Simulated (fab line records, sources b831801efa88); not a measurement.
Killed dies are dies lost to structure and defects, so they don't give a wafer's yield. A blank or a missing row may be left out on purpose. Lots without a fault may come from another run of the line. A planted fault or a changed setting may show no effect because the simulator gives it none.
Tool commonality check | flow sky130 | 12 lots, 36 wafers sampled

WHY IT WAS OPENED
At SKY_LDD_LDN_TW_MEAS_13 the reading LDD_LDN_TW is flagged on 2 of 12 lots. Wafers without a fault read 1475, standard deviation 14.
Rule: a lot is flagged when every wafer of it that has a number lies more than 4 standard deviations from that mean, or none has a number. The other lots count as sound.

lot  | measured     | on            | LDD_LDN_TW, wafer by wafer | flag
L976 | day 22 20:05 | film_metro-04 | 1478 1480 1484             |
L977 | day 23 16:19 | film_metro-04 | 1494 1484 1475             |
L979 | day 24 15:32 | film_metro-02 | 1499 1486 1483             |
L980 | day 24 18:18 | film_metro-03 | 1462 1452 1461             |
L982 | day 25 12:24 | film_metro-02 | 1488 1486 1499             |
L984 | day 25 23:02 | film_metro-02 | 1482 1491 1490             |
L988 | day 27 12:00 | film_metro-02 | 1384 1391 1394             | FLAGGED
L991 | day 28 16:35 | film_metro-04 | 1381 1367 1374             | FLAGGED
L994 | day 29 14:27 | film_metro-03 | 1460 1463 1470             |
L995 | day 29 17:51 | film_metro-04 | 1479 1472 1466             |
L998 | day 31 00:25 | film_metro-03 | 1457 1460 1464             |
L999 | day 31 11:11 | film_metro-02 | 1482 1476 1480             |
The numbers of the flagged lots are 1382 on average: -93 against the usual, or -7 standard deviations.

WHICH TOOL RAN EACH LOT
The record holds 1 process step before the reading, out of a route of 708 steps. In each cell: the tool, then ch and the chambers that the sampled wafers went through, then the start.
lot  | flag    | SKY_LDD_LDN_IMPLANT_08
L976 |         | implanter-03 ch 0, day 22 19:23
L977 |         | implanter-04 ch 0, day 23 15:37
L979 |         | implanter-01 ch 0, day 24 14:50
L980 |         | implanter-03 ch 0, day 24 17:36
L982 |         | implanter-01 ch 0, day 25 11:42
L984 |         | implanter-04 ch 0, day 25 22:22
L988 | FLAGGED | implanter-04 ch 0, day 27 11:18
L991 | FLAGGED | implanter-04 ch 0, day 28 15:55
L994 |         | implanter-01 ch 0, day 29 13:45
L995 |         | implanter-01 ch 0, day 29 17:09
L998 |         | implanter-03 ch 0, day 30 23:43
L999 |         | implanter-04 ch 0, day 31 10:29
What these steps do:
- SKY_LDD_LDN_IMPLANT_08
- SKY_LDD_LDN_TW_MEAS_13

FLAGGED OVER TOTAL, TOOL BY TOOL (the gauges that took the reading come last)
step                   | tool          | lots run | flagged | share of the flagged lots | sound lots run after its first flagged lot
SKY_LDD_LDN_IMPLANT_08 | implanter-01  | 4        | 0       | none                      | -
SKY_LDD_LDN_IMPLANT_08 | implanter-03  | 3        | 0       | none                      | -
SKY_LDD_LDN_IMPLANT_08 | implanter-04  | 5        | 2       | all                       | 1 (L999)
SKY_LDD_LDN_TW_MEAS_13 | film_metro-02 | 5        | 1       | some                      | 1 (L999)
SKY_LDD_LDN_TW_MEAS_13 | film_metro-03 | 3        | 0       | none                      | -
SKY_LDD_LDN_TW_MEAS_13 | film_metro-04 | 4        | 1       | some                      | 1 (L995)

WHAT THE TABLE ALLOWS
1 row of the table ran every flagged lot: implanter-04 at SKY_LDD_LDN_IMPLANT_08.
- implanter-04 at SKY_LDD_LDN_IMPLANT_08: 2 of its 5 lots flagged. Sound lots ran on it after the first flagged one (L999), which a lasting fault on the whole tool wouldn't allow. Its own readings lie more than 4 standard deviations out on every wafer of the flagged lots: dose_ions_cm2, faraday_current_uA.
No row of the table ran every flagged lot and no sound lot after the first.

WHAT THE SIMULATOR HAD PUT IN
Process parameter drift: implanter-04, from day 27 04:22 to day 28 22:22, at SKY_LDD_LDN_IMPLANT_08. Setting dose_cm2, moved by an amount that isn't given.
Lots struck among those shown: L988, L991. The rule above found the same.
